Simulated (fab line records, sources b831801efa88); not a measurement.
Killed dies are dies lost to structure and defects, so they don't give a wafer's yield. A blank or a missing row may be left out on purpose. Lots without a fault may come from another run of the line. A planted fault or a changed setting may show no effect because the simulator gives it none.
Split-lot experiment | flow gf180mcu | 5 lots, 23 wafers read, on a route of 602 steps

THE SPLIT
At GF_NSD_DEVELOP_06 (develop time 60 s), the setting develop_time_s was moved away from the recipe's 60 s on 11 of the 23 wafers read, by -9.2% to +8.9%. The other wafers ran this setting at the recipe's value.

The file shows no step between the split and the reading.

THE READING
cd_nm, in nm, at GF_NSD_CD_MEAS_07 (target cd 400 nm). Fault-free wafers of this fab line usually give 400.9 nm, standard deviation 2.5 nm.

wafer  | tool, chamber at the split | develop_time_s as run, s | against the recipe | cd_nm, nm | against lot-mates on the recipe
L075.2 | litho_track-01, 0          | 60                       | recipe             | 400.3     | -
L075.3 | litho_track-01, 0          | 60                       | recipe             | 404.3     | -
L075.4 | litho_track-01, 0          | 60                       | recipe             | 404.2     | -
L077.1 | litho_track-01, 0          | 60                       | recipe             | 401.8     | -
L077.2 | litho_track-01, 0          | 60                       | recipe             | 400.6     | -
L077.3 | litho_track-01, 0          | 65.32                    | +8.9%              | 411.0     | +9.8
L077.4 | litho_track-01, 0          | 65.32                    | +8.9%              | 410.2     | +9.0
L077.6 | litho_track-01, 0          | 60                       | recipe             | 401.2     | -
L080.2 | litho_track-02, 0          | 57.42                    | -4.3%              | 396.1     | -2.8
L080.3 | litho_track-02, 0          | 57.42                    | -4.3%              | 392.9     | -6.0
L080.4 | litho_track-02, 0          | 57.42                    | -4.3%              | 397.5     | -1.4
L080.5 | litho_track-02, 0          | 60                       | recipe             | 398.4     | -
L080.6 | litho_track-02, 0          | 60                       | recipe             | 399.4     | -
L081.1 | litho_track-01, 0          | 54.93                    | -8.5%              | 388.6     | -10.9
L081.2 | litho_track-01, 0          | 60                       | recipe             | 399.1     | -
L081.3 | litho_track-01, 0          | 54.93                    | -8.5%              | 393.0     | -6.5
L081.5 | litho_track-01, 0          | 54.93                    | -8.5%              | 389.4     | -10.1
L081.6 | litho_track-01, 0          | 60                       | recipe             | 399.9     | -
L082.2 | litho_track-02, 0          | 60                       | recipe             | 399.3     | -
L082.3 | litho_track-02, 0          | 60                       | recipe             | 396.4     | -
L082.4 | litho_track-02, 0          | 54.48                    | -9.2%              | 389.3     | -8.6
L082.5 | litho_track-02, 0          | 54.48                    | -9.2%              | 388.8     | -9.1
L082.6 | litho_track-02, 0          | 54.48                    | -9.2%              | 389.2     | -8.7

THE FIT
A straight line over all 23 wafers: cd_nm changes by +1.19 nm for each +1% of develop_time_s; r = +0.95; the points scatter about the line by 1.9 nm.
The same after taking each lot's own level away (the mean of its wafers on the recipe; 23 wafers): +1.02 nm for each +1%; r = +0.97; scatter 1.4 nm.
On that fit, the largest move of develop_time_s shifts the reading by 9.4 nm.
The lots' own levels span 397.85 to 402.93 nm, that is 2.0 times the standard deviation above.
So the lot-to-lot level changes the slope: the two fits differ.
Check: with one of the wafers moved furthest among these (-9.2%) left out of the fit, the line predicts -9.29 nm for it against its lot-mates. It came out at -8.55 nm against them.

OTHER SPLITS ON THESE WAFERS
These wafers also went through other splits before the reading. Each is held against what the fit with the lots' levels taken away leaves over:
other split on the same wafers      | wafers away from the commonest value | r with cd_nm (lot level and that fit taken away)
GF_HV_LDD_DEVELOP_45 develop_time_s | 7                                    | -0.21

THE FILE'S OWN FIT
cd_nm changes by +1.01 nm for each +1% of develop_time_s, r = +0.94.
